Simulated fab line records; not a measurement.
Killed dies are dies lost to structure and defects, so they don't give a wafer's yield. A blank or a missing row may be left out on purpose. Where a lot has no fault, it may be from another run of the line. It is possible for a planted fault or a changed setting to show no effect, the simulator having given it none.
Which of the tools did it? :: flow gf180mcu :: Sampling: 13 lots, 39 wafers, 5 of 602 route steps

WHAT EACH GAUGE READ, for each wafer
GF_POLY_GATE_OVL_MEAS_11.
lot: L755
measured: day 9 05:25
on: overlay-02
POLY_GATE_OVL (nm): -11 -15 -10

lot: L756
measured: day 9 07:39
on: overlay-01
POLY_GATE_OVL (nm): -12 -9 -5

lot: L757
measured: day 9 21:38
on: overlay-01
POLY_GATE_OVL (nm): 4 -1 0

lot: L759
measured: day 10 15:52
on: overlay-01
POLY_GATE_OVL (nm): 0 -1 -2

lot: L765
measured: day 12 08:04
on: overlay-02
POLY_GATE_OVL (nm): -2 -3 -2

lot: L767
measured: day 12 17:49
on: overlay-02
POLY_GATE_OVL (nm): -1 3 -1

lot: L768
measured: day 13 03:46
on: overlay-01
POLY_GATE_OVL (nm): -9 -13 -13

lot: L771
measured: day 13 23:47
on: overlay-02
POLY_GATE_OVL (nm): 8 -1 -1

lot: L773
measured: day 14 13:52
on: overlay-01
POLY_GATE_OVL (nm): -4 -9 -6

lot: L775
measured: day 15 04:52
on: overlay-01
POLY_GATE_OVL (nm): -9 -5 2

lot: L776
measured: day 15 09:54
on: overlay-01
POLY_GATE_OVL (nm): -13 -8 -9

lot: L777
measured: day 15 17:52
on: overlay-02
POLY_GATE_OVL (nm): -7 -1 -8

lot: L778
measured: day 16 03:15
on: overlay-02
POLY_GATE_OVL (nm): 0 1 1

GF_HV_LDD_OVL_MEAS_32.
lot: L755
measured: day 11 13:35
on: overlay-02
HV_LDD_02_OVL (nm): 1.3 0.6 -0.9

lot: L756
measured: day 11 15:25
on: overlay-01
HV_LDD_02_OVL (nm): 1.8 1.1 -0.2

lot: L757
measured: day 12 06:05
on: overlay-01
HV_LDD_02_OVL (nm): 1.1 -0.5 -1.7

lot: L759
measured: day 13 02:38
on: overlay-02
HV_LDD_02_OVL (nm): 1.1 -0.3 2.3

lot: L765
measured: day 15 01:05
on: overlay-02
HV_LDD_02_OVL (nm): 0.0 0.7 -2.2

lot: L767
measured: day 15 10:48
on: overlay-02
HV_LDD_02_OVL (nm): -0.9 0.3 -0.4

lot: L768
measured: day 15 19:08
on: overlay-02
HV_LDD_02_OVL (nm): 0.1 0.1 0.5

lot: L771
measured: day 16 19:14
on: overlay-02
HV_LDD_02_OVL (nm): -1.5 0.4 -1.1

lot: L773
measured: day 17 07:55
on: overlay-01
HV_LDD_02_OVL (nm): 0.0 1.3 1.4

lot: L775
measured: day 18 02:33
on: overlay-02
HV_LDD_02_OVL (nm): 0.6 2.4 3.3

lot: L776
measured: day 18 12:42
on: overlay-01
HV_LDD_02_OVL (nm): 1.0 0.8 -0.1

lot: L777
measured: day 18 19:14
on: overlay-02
HV_LDD_02_OVL (nm): -0.1 1.8 1.0

lot: L778
measured: day 19 06:47
on: overlay-01
HV_LDD_02_OVL (nm): 0.9 -0.9 -2.4

GF_HV_LDD_TW_MEAS_50.
lot: L755
measured: day 12 09:35
on: film metro-04
HV_LDD_4_TW: 572 571 571

lot: L756
measured: day 12 11:22
on: film metro-03
HV_LDD_4_TW: 563 559 559

lot: L757
measured: day 13 02:43
on: film metro-03
HV_LDD_4_TW: 562 560 562

lot: L759
measured: day 14 00:25
on: film metro-04
HV_LDD_4_TW: 571 566 567

lot: L765
measured: day 15 23:20
on: film metro-02
HV_LDD_4_TW: 571 572 573

lot: L767
measured: day 16 09:29
on: film metro-03
HV_LDD_4_TW: 521 519 520 519 522 520

lot: L768
measured: day 16 16:53
on: film metro-04
HV_LDD_4_TW: 524 526 525 526 529 526

lot: L771
measured: day 17 18:07
on: film metro-04
HV_LDD_4_TW: 568 569 569

lot: L773
measured: day 18 07:09
on: film metro-03
HV_LDD_4_TW: 561 559 559

lot: L775
measured: day 19 02:54
on: film metro-03
HV_LDD_4_TW: 562 563 566

lot: L776
measured: day 19 14:22
on: film metro-04
HV_LDD_4_TW: 566 567 566

lot: L777
measured: day 19 20:23
on: film metro-03
HV_LDD_4_TW: 561 556 559

lot: L778
measured: day 20 08:28
on: film metro-03
HV_LDD_4_TW: 560 558 557

WHAT TOOL EACH LOT RAN ON (gives the tool, then ch and the chambers of the sampled wafers, and finally the start)
lot: L755
GF_HV_LDD_STRIP_37: plasma asher-03 ch 0,1, day 11 14:14
GF_HV_LDD_IMPLANT_48: implanter-03 ch 0, day 12 09:22

lot: L756
GF_HV_LDD_STRIP_37: plasma asher-03 ch 0,1, day 11 16:03
GF_HV_LDD_IMPLANT_48: implanter-03 ch 0, day 12 11:08

lot: L757
GF_HV_LDD_STRIP_37: plasma asher-02 ch 0,1, day 12 06:44
GF_HV_LDD_IMPLANT_48: implanter-01 ch 0, day 13 02:28

lot: L759
GF_HV_LDD_STRIP_37: plasma asher-02 ch 0,1, day 13 03:17
GF_HV_LDD_IMPLANT_48: implanter-01 ch 0, day 14 00:10

lot: L765
GF_HV_LDD_STRIP_37: plasma asher-03 ch 0,1, day 15 01:43
GF_HV_LDD_IMPLANT_48: implanter-01 ch 0, day 15 23:05

lot: L767
GF_HV_LDD_STRIP_37: plasma asher-01 ch 0,1, day 15 11:26
GF_HV_LDD_IMPLANT_48: implanter-01 ch 0, day 16 09:15

lot: L768
GF_HV_LDD_STRIP_37: plasma asher-02 ch 0,1, day 15 19:47
GF_HV_LDD_IMPLANT_48: implanter-01 ch 0, day 16 16:40

lot: L771
GF_HV_LDD_STRIP_37: plasma asher-03 ch 0,1, day 16 19:53
GF_HV_LDD_IMPLANT_48: implanter-03 ch 0, day 17 17:54

lot: L773
GF_HV_LDD_STRIP_37: plasma asher-02 ch 0,1, day 17 08:33
GF_HV_LDD_IMPLANT_48: implanter-04 ch 0, day 18 06:54

lot: L775
GF_HV_LDD_STRIP_37: plasma asher-03 ch 0,1, day 18 03:13
GF_HV_LDD_IMPLANT_48: implanter-03 ch 0, day 19 02:41

lot: L776
GF_HV_LDD_STRIP_37: plasma asher-01 ch 0,1, day 18 13:20
GF_HV_LDD_IMPLANT_48: implanter-03 ch 0, day 19 14:07

lot: L777
GF_HV_LDD_STRIP_37: plasma asher-02 ch 0,1, day 18 19:53
GF_HV_LDD_IMPLANT_48: implanter-04 ch 0, day 19 20:08

lot: L778
GF_HV_LDD_STRIP_37: plasma asher-02 ch 0,1, day 19 07:25
GF_HV_LDD_IMPLANT_48: implanter-03 ch 0, day 20 08:13
- GF_HV_LDD_STRIP_37: strips in O2/N2.
- GF_HV_LDD_IMPLANT_48

AS READ BY THE TOOLS THEMSELVES (means over the sampled wafers that have a number; for cases with no such wafer, the mark the record gives instead)
GF_HV_LDD_STRIP_37.
lot: L755
tool: plasma asher-03
drypump motor current A (A): 5.4
heater power w (W): 283
oes product au (a.u.): 0.718
platen temp c (C): 249.93
strip time to endpoint s (s): 12.65

lot: L756
tool: plasma asher-03
drypump motor current A (A): 6.0
heater power w (W): 302
oes product au (a.u.): 0.712
platen temp c (C): 250.08
strip time to endpoint s (s): 12.61

lot: L757
tool: plasma asher-02
drypump motor current A (A): 6.1
heater power w (W): 305
oes product au (a.u.): 0.711
platen temp c (C): 249.84
strip time to endpoint s (s): 12.72

lot: L759
tool: plasma asher-02
drypump motor current A (A): 6.3
heater power w (W): 316
oes product au (a.u.): 0.716
platen temp c (C): 250.13
strip time to endpoint s (s): 12.65

lot: L765
tool: plasma asher-03
drypump motor current A (A): 5.4
heater power w (W): 286
oes product au (a.u.): 0.717
platen temp c (C): 249.98
strip time to endpoint s (s): 12.60

lot: L767
tool: plasma asher-01
drypump motor current A (A): 5.8
heater power w (W): 325
oes product au (a.u.): 0.714
platen temp c (C): 249.99
strip time to endpoint s (s): 12.63

lot: L768
tool: plasma asher-02
drypump motor current A (A): 6.1
heater power w (W): 305
oes product au (a.u.): 0.715
platen temp c (C): 250.14
strip time to endpoint s (s): 12.58

lot: L771
tool: plasma asher-03
drypump motor current A (A): 6.0
heater power w (W): 294
oes product au (a.u.): 0.720
platen temp c (C): 250.14
strip time to endpoint s (s): 12.63

lot: L773
tool: plasma asher-02
drypump motor current A (A): 6.2
heater power w (W): 316
oes product au (a.u.): 0.717
platen temp c (C): 250.11
strip time to endpoint s (s): 12.63

lot: L775
tool: plasma asher-03
drypump motor current A (A): 5.9
heater power w (W): 302
oes product au (a.u.): 0.718
platen temp c (C): 249.96
strip time to endpoint s (s): 12.64

lot: L776
tool: plasma asher-01
drypump motor current A (A): 5.8
heater power w (W): 328
oes product au (a.u.): 0.717
platen temp c (C): 250.08
strip time to endpoint s (s): 12.58

lot: L777
tool: plasma asher-02
drypump motor current A (A): 6.2
heater power w (W): 320
oes product au (a.u.): 0.717
platen temp c (C): 249.81
strip time to endpoint s (s): 12.62

lot: L778
tool: plasma asher-02
drypump motor current A (A): 6.3
heater power w (W): 316
oes product au (a.u.): 0.718
platen temp c (C): 249.87
strip time to endpoint s (s): 12.61

GF_HV_LDD_IMPLANT_48.
lot: L755
tool: implanter-03
dose ions cm2: 3e+13
faraday current uA: 165

lot: L756
tool: implanter-03
dose ions cm2: 3e+13
faraday current uA: 170

lot: L757
tool: implanter-01
dose ions cm2: 3e+13
faraday current uA: 167

lot: L759
tool: implanter-01
dose ions cm2: 3e+13
faraday current uA: 170

lot: L765
tool: implanter-01
dose ions cm2: 3e+13
faraday current uA: 170

lot: L767
tool: implanter-01
dose ions cm2: 2e+13
faraday current uA: 132

lot: L768
tool: implanter-01
dose ions cm2: 2e+13
faraday current uA: 133

lot: L771
tool: implanter-03
dose ions cm2: 3e+13
faraday current uA: 170

lot: L773
tool: implanter-04
dose ions cm2: 3e+13
faraday current uA: 169

lot: L775
tool: implanter-03
dose ions cm2: 3e+13
faraday current uA: 167

lot: L776
tool: implanter-03
dose ions cm2: 3e+13
faraday current uA: 170

lot: L777
tool: implanter-04
dose ions cm2: 3e+13
faraday current uA: 171

lot: L778
tool: implanter-03
dose ions cm2: 3e+13
faraday current uA: 169

THE ANSWER, worked out from the rows above alone
Rule: usual is defined by the lots themselves. Put in order of their means at a reading, lots are off if they are a third of the lots or fewer, leave a main group of 4 or more, and stand apart from it by a gap of 3 or more times the standard deviation of the main group's means; of several such gaps the widest counts. Not used: any main group whose means are identical at the precision the tables above print for the reading. Also off: a lot with no number at a reading for which 4 or more lots have one. All remaining lots with rows at the step are treated as sound. After the gauges, taken in route order, come the tools' own readings; for these a lot's mean is taken, as printed above. The first step at which some lot is off is used, and at that step the reading that is off furthest; a lot without a number counts as furthest.
Off: L767, L768, seen at GF_HV_LDD_TW_MEAS_50 (HV_LDD_4_TW). The main group has a mean of 564 with a standard deviation of 4.9.
A tool fits if, at a process step before that reading, it ran every lot that is off, and no sound lot after the first of them. The gauges at GF_HV_LDD_TW_MEAS_50 aren't tried: what is off there is off at GF_HV_LDD_IMPLANT_48 too, on other tools, and a gauge's error can't cause that. One candidate fits, namely implanter-01 at GF_HV_LDD_IMPLANT_48. Its last sound lot is L765 (day 15 23:05), its first lot that is off L767 (day 16 09:15): a fault that began between those two fits.
The tool's own readings at GF_HV_LDD_IMPLANT_48 bear it out: on the lots that are off they differ by more than 5 times the standard deviation of the sound lots' means. dose ions cm2 reads 2e+13 there against 3e+13 on the sound lots; faraday current uA reads 132 there against 169 on the sound lots.

WHAT HAD BEEN PUT IN BY THE SIMULATOR
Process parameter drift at GF_HV_LDD_IMPLANT_48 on implanter-01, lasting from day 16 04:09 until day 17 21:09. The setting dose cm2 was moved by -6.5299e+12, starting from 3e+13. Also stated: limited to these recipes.
Shown lots that were struck: L767, L768. The rule above found the same.
